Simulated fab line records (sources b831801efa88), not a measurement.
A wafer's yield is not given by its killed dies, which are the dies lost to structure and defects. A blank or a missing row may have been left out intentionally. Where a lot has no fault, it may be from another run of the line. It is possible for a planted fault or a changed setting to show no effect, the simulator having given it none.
Matching of chambers || flow gf180mcu || GF_MIM_CVD_05 on pecvd-04 has 3 sister chambers
The step deposits Si3N4, target thk 42 nm, time 29.086 s. 3 wafers are shown with their chamber, then 7 later ones without.

WAFERS WITH THEIR CHAMBER
{"wafer": "L120.5", "chamber": 1, "heaterPowerW (W)": 639}
{"wafer": "L124.2", "chamber": 2, "heaterPowerW (W)": 563}
{"wafer": "L124.5", "chamber": 0, "heaterPowerW (W)": 648}

WAFERS MISSING THEIR CHAMBER
{"wafer": "L124.6", "heaterPowerW (W)": 587}
{"wafer": "L125.1", "heaterPowerW (W)": 620}
{"wafer": "L125.4", "heaterPowerW (W)": 616}
{"wafer": "L125.6", "heaterPowerW (W)": 705}
{"wafer": "L126.1", "heaterPowerW (W)": 649}
{"wafer": "L126.2", "heaterPowerW (W)": 708}
{"wafer": "L126.4", "heaterPowerW (W)": 655}

WHICH CHAMBER EACH WENT THROUGH
{"wafer": "L124.6", "from the rows above": "can't be placed: 2 or 1 or 0", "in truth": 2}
{"wafer": "L125.1", "from the rows above": "can't be placed: 1 or 0 or 2", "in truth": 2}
{"wafer": "L125.4", "from the rows above": "can't be placed: 1 or 0 or 2", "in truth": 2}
{"wafer": "L125.6", "from the rows above": "can't be placed: 0 or 1", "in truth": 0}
{"wafer": "L126.1", "from the rows above": "can't be placed: 0 or 1", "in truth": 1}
{"wafer": "L126.2", "from the rows above": "can't be placed: 0 or 1", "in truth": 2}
{"wafer": "L126.4", "from the rows above": "can't be placed: 0 or 1", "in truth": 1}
Correctly placed: 0 of 7. Not placeable from these rows: 7 (in 6, the candidates include the true chamber). Placed wrongly: 0.
How it was worked out, from the rows above alone: a wafer's distance from a chamber is the root of the sum, over the readings, of the square of ((its reading less the chamber's mean) divided by the reading's scatter). The wafer belongs to the nearest chamber; if the next one is less than 2 further off, it can't be placed. Each chamber's mean is taken over the wafers shown for it. The scatter (one wafer shown for each chamber): square how far every hidden wafer sits from the nearest shown wafer, average those squares and take the square root.
